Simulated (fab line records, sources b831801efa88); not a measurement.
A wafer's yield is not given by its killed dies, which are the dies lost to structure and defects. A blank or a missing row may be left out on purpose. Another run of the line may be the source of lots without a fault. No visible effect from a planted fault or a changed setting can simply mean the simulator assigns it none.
A single fault, viewed from 2 desks    flow sky130    every desk sees just its own numbers, and what lay behind them comes last

## AT THE TOOL OWNER'S DESK: iline-stepper-02
The tool's own readings at SKY_LDD_P_EXPOSE_04 (exposes mask PSDM, target cd 380 nm): means of the sampled wafers that have a number, for each lot that ran on this tool. A lot is out of limits, marked OUT, if its mean lies more than 4 standard deviations from the usual mean; the brackets give that distance.
Columns: A = exposure-dose-mJ-cm2 at SKY_LDD_P_EXPOSE_04, usual 137.90
lot   first seen here  A
L152  day 19 09:19     138.06
L156  day 21 01:22     138.03
L158  day 21 16:54     138.06
L159  day 21 20:02     137.73
L160  day 22 05:49     138.18
L161  day 22 11:49     137.87
L162  day 23 03:46     137.84
This desk's verdict: no lot among the 7 shows anything out of limits.

## AT THE METROLOGY DESK
Lot by lot, what the gauges showed, no matter which tool ran the lot: averages of those sampled wafers that carry a number. A lot is out of limits, marked OUT, if its mean lies more than 4 standard deviations from the usual mean; the brackets give that distance.
Columns: A = FIELD_ISO_CVD_24_THK at SKY_FIELD_ISO_THK_MEAS_25, usual 595 nm; B = PWDE_TW at SKY_PWDE_TW_MEAS_10, usual 374.2; C = LDD_P_OVL at SKY_LDD_P_OVL_MEAS_08, usual -0.1 nm
lot   first seen here  A    B      C
L151  day 2 18:52      590  375.7  1.6
L152  day 2 22:52      593  371.9  -0.1
L153  day 3 05:49      590  370.8  -0.0
L154  day 3 12:31      595  373.4  -0.6
L156  day 3 20:43      601  377.5  -1.7
L157  day 4 04:34      592  370.2  -0.2
L158  day 4 05:46      593  375.1  -0.2
L159  day 4 10:13      597  373.4  -0.9
L160  day 4 18:15      600  373.2  111.0 (+69) OUT
L161  day 4 22:28      599  374.2  113.8 (+71) OUT
L162  day 5 02:31      592  374.2  114.4 (+72) OUT
L169  day 6 14:15      599  376.1  0.5
Finding of this desk: L160, L161, L162 out of limits, first seen on L160 at day 22 20:51 (LDD_P_OVL at SKY_LDD_P_OVL_MEAS_08). Within limits: L151, L152, L153, L154, L156, L157, L158, L159, L169.

## TAKEN TOGETHER
The metrology desk could have raised an alarm at day 22 20:51, on L160, L161, L162.
The tool owner's desk saw nothing out of limits.
The tool owner's desk has L160, L161, L162 on record, within its limits.
On iline-stepper-02, each named lot ran SKY_LDD_P_EXPOSE_04.

## WHAT THE SIMULATOR HAD PUT IN
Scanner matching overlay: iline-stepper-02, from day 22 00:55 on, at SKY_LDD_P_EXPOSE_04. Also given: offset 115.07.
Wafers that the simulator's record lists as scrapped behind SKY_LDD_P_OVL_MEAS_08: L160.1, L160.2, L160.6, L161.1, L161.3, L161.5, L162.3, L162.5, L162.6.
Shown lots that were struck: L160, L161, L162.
Time in hours between the start of the fault and the first out-of-limits reading at each desk: metrology desk, 20.
